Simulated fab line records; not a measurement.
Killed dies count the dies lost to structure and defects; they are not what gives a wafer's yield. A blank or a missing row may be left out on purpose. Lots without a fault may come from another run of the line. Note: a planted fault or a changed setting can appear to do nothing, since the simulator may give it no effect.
The same fault as seen by 2 desks / flow gf180mcu / what lay behind the numbers comes last; until then each desk has only its own

## FOR THE TOOL OWNER'S DESK: cvd w-01
The tool's own readings at GF_V2_CVD_23 (deposits W, target thk 350 nm, time 104.94 s): means of the sampled wafers that have a number, for each lot that ran on this tool. A lot is out of limits, marked OUT, if its mean lies more than 4 standard deviations from the usual mean; the brackets give that distance.
Columns: A = heater power w at GF_V2_CVD_23, usual 792 W
lot=L419; first seen here=day 20 02:02; A=727
lot=L423; first seen here=day 21 22:41; A=764
lot=L428; first seen here=day 23 13:13; A=773
lot=L430; first seen here=day 24 07:11; A=764
lot=L431; first seen here=day 24 17:11; A=813
lot=L432; first seen here=day 25 04:06; A=762
This desk found nothing out of limits on any of the 6 lots.

## AT THE METROLOGY DESK
Lot by lot, what the gauges showed, no matter which tool ran the lot: averages of those sampled wafers that carry a number. A lot is out of limits, marked OUT, if its mean lies more than 4 standard deviations from the usual mean; the brackets give that distance.
Columns: A = V2_CVD_00_THK at GF_V2_THK_MEAS_01, usual 611 nm; B = V2_W_RS at GF_V2_RS_MEAS_24, usual 0.326 ohm/sq; C = V2_W_THK at GF_V2_THK_MEAS_25, usual 351 nm
lot=L419; first seen here=day 19 00:30; A=617; B=0.329; C=350
lot=L422; first seen here=day 20 13:31; A=611; B=0.332; C=341
lot=L423; first seen here=day 20 21:20; A=610; B=0.327; C=353
lot=L425; first seen here=day 21 14:08; A=606; B=0.319; C=364
lot=L428; first seen here=day 22 13:31; A=609; B=0.325; C=352
lot=L430; first seen here=day 23 07:00; A=612; B=0.326; C=347
lot=L431; first seen here=day 23 17:27; A=604; B=0.399 (+15) OUT; C=292 (-10) OUT
lot=L432; first seen here=day 24 04:59; A=616; B=0.361 (+7.5) OUT; C=321 (-5.0) OUT
lot=L437; first seen here=day 26 00:13; A=608; B=0.317; C=357
lot=L442; first seen here=day 27 03:59; A=619; B=0.320; C=359
This desk's result: L431, L432 out of limits, first on L431 (V2_W_RS at GF_V2_RS_MEAS_24), day 24 17:18. In limits: L419, L422, L423, L425, L428, L430, L437, L442.

## PUT TOGETHER
L431, L432 would have let the metrology desk raise an alarm at day 24 17:18.
The desk of the tool owner found nothing out of limits.
On record at the tool owner's desk: L431, L432, within its limits.
On cvd w-01, each named lot ran GF_V2_CVD_23.

## WHAT THE SIMULATOR PUT IN
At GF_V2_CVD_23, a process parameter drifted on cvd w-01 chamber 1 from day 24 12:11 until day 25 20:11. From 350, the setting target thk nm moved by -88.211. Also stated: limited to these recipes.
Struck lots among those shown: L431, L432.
Per desk, hours elapsed from the start of the fault to the first reading out of limits: for the metrology desk, 5.
